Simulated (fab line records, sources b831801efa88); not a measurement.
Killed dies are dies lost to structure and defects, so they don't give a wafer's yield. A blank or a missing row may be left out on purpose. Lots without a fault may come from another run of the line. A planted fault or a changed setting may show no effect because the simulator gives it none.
A struck lot beside a sound one | flow gf180mcu | 18 steps out of a route of 602
Sound: wafers L436.1, L436.3, L436.5. Struck: wafer L450.4. (L450.5, L450.6 of the same lot were not struck and are left out.) The cause comes at the end.
At each step with rows: each side's tool, then ch and its chambers, then its first start. Under that, the readings that differ: sound wafers | struck wafers | difference of the means | sigmas: that difference in standard deviations of wafers without a fault.
alike: readings whose means differ by less than 2 such deviations, and words and numbers that are the same on both sides. not compared: withheld readings, readings that some wafer has no value for, bounds like >300 that may hide the same value, and numbers for which the record gives no deviation and whose values overlap.
The two part at a step that has a row with sigmas, a row that says differs or no value, or rows on one side only. Numbers that don't overlap but have no deviation are shown without sigmas and don't part them. A reading that every wafer of one side lacks parts them only if that side has two wafers or more.

first, 2 steps without rows for these wafers: GF_DUAL_GATE_PEB_09; GF_DUAL_GATE_DEVELOP_10 (develop time 60 s).
GF_DUAL_GATE_OVL_MEAS_11:
  sound on overlay-02, day 8 07:10; struck on overlay-02, day 12 08:59
  alike: DUAL_GATE_OVL
then, 1 step without rows for these wafers: GF_DUAL_GATE_WET_ETCH_12 (etches SiO2 in dHF, target depth 13 nm, time 260 s).
GF_DUAL_GATE_STRIP_13: strips in O2/N2.
  sound on plasma_asher-03 ch 1, day 8 07:17; struck on plasma_asher-03 ch 0, day 12 09:10
  alike: chamber_pressure_mTorr, drypump_motor_current_A, heater_power_w, oes_product_au, strip_time_to_endpoint_s
  not compared: rf_hours_counter_h
then, 3 steps without rows for these wafers: GF_DUAL_GATE_CLEAN_14 (cleans in SC1/SC2, time 150 s); GF_DUAL_GATE_OXIDATION_15 (stabilise 600 s, purge 300 s, target thk 7.098 nm); GF_POLY_GATE_CVD_00 (deposits poly-Si, target thk 200 nm, time 1200 s).
GF_POLY_GATE_THK_MEAS_01:
  sound on film_metro-03, day 8 11:25; struck on film_metro-03, day 12 12:39
  alike: POLY_GATE_CVD_00_THK
then, 3 steps without rows for these wafers: GF_POLY_GATE_DEHYDRATE_02 (time 60 s); GF_POLY_GATE_HMDS_03 (prime time 60 s); GF_POLY_GATE_COAT_04.
GF_POLY_GATE_COAT_05: resist thk 700 nm.
  sound on litho_track-03 ch 0, day 8 19:00; struck on litho_track-02 ch 0, day 12 22:00
  reading                                    | sound             | struck | difference | sigmas
  model.KrF_of_POLY_GATE_COAT_05.thk_nm (nm) | 697.7 698.4 698.4 | 683.1  | -15.1      |
then, 3 steps without rows for these wafers: GF_POLY_GATE_SOFTBAKE_06 (time 60 s); GF_POLY_GATE_EXPOSE_07 (exposes mask Poly2, target cd 280 nm); GF_POLY_GATE_PEB_08 (peb time 90 s).
GF_POLY_GATE_DEVELOP_09: develop time 60 s.
  sound on litho_track-01 ch 0, day 9 04:05; struck on litho_track-02 ch 0, day 13 08:59
  reading                                    | sound             | struck | difference | sigmas
  model.KrF_of_POLY_GATE_COAT_05.thk_nm (nm) | 682.7 683.4 683.5 | 668.1  | -15.1      |
GF_POLY_GATE_CD_MEAS_10: target cd 280 nm.
  sound on cd_sem-01, day 9 04:14; struck on cd_sem-02, day 13 09:08
  alike: cd_nm

WHERE THEY PART
Nowhere in this record.

WHY: what the simulator had put in
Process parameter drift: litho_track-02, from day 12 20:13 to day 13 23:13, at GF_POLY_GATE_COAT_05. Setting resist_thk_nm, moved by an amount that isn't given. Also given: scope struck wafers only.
